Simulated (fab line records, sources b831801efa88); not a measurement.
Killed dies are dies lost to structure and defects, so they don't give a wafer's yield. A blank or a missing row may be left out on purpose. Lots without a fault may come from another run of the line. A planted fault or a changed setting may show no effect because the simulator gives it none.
Which tool did it? | flow gf180mcu | 13 lots, 39 wafers sampled, at 1 step of a route of 602

WHAT THE GAUGES READ, wafer by wafer
GF_V4_CD_MEAS_14: target cd 260 nm.
lot  | measured     | on        | cd_nm (nm)
L801 | day 24 05:47 | cd_sem-01 | 260.9 262.6 261.8
L802 | day 24 11:24 | cd_sem-02 | 260.8 259.9 259.0
L803 | day 25 12:02 | cd_sem-02 | 259.4 260.1 258.7
L804 | day 25 12:25 | cd_sem-02 | 261.0 261.0 259.5
L805 | day 25 16:40 | cd_sem-02 | 260.7 260.3 260.2
L806 | day 26 01:58 | cd_sem-02 | 260.0 260.3 260.2
L814 | day 28 21:04 | cd_sem-02 | 259.8 259.2 259.9
L815 | day 29 05:30 | cd_sem-02 | 259.8 258.8 258.9
L817 | day 29 18:43 | cd_sem-01 | 259.6 257.9 260.0
L818 | day 30 00:35 | cd_sem-01 | 260.8 261.1 261.0
L820 | day 30 07:46 | cd_sem-02 | 259.7 259.9 258.8
L822 | day 30 18:47 | cd_sem-01 | 261.5 261.0 260.4
L824 | day 31 09:31 | cd_sem-02 | 261.2 260.2 259.8

WHICH TOOL RAN EACH LOT (tool, then ch and the chambers of the sampled wafers, then the start)
The record holds no process step before these readings.

WHAT THE TOOLS THEMSELVES READ (means of the sampled wafers that have a number; where no wafer has one, the mark that the record gives instead)
The record holds no such reading with a usual standard deviation.

THE ANSWER, worked out from the rows above alone
Rule: what is usual is taken from the lots themselves. Put in order of their means at a reading, lots are off if they are a third of the lots or fewer, leave a main group of 4 or more, and stand apart from it by a gap of 3 or more times the standard deviation of the main group's means; of several such gaps the widest counts. A main group whose means are all the same, to the digits that the tables above print for the reading, isn't used. A lot without any number at a reading at which 4 lots or more have one is off too. The other lots that the step has rows for count as sound. The gauges are gone through in route order, then the tools' own readings, and for those a lot's mean is taken as printed above. The first step at which some lot is off is used, and at that step the reading that is off furthest; a lot without a number counts as furthest.
No lot is off at any reading shown: from this, nothing can be told.

WHAT THE SIMULATOR HAD PUT IN
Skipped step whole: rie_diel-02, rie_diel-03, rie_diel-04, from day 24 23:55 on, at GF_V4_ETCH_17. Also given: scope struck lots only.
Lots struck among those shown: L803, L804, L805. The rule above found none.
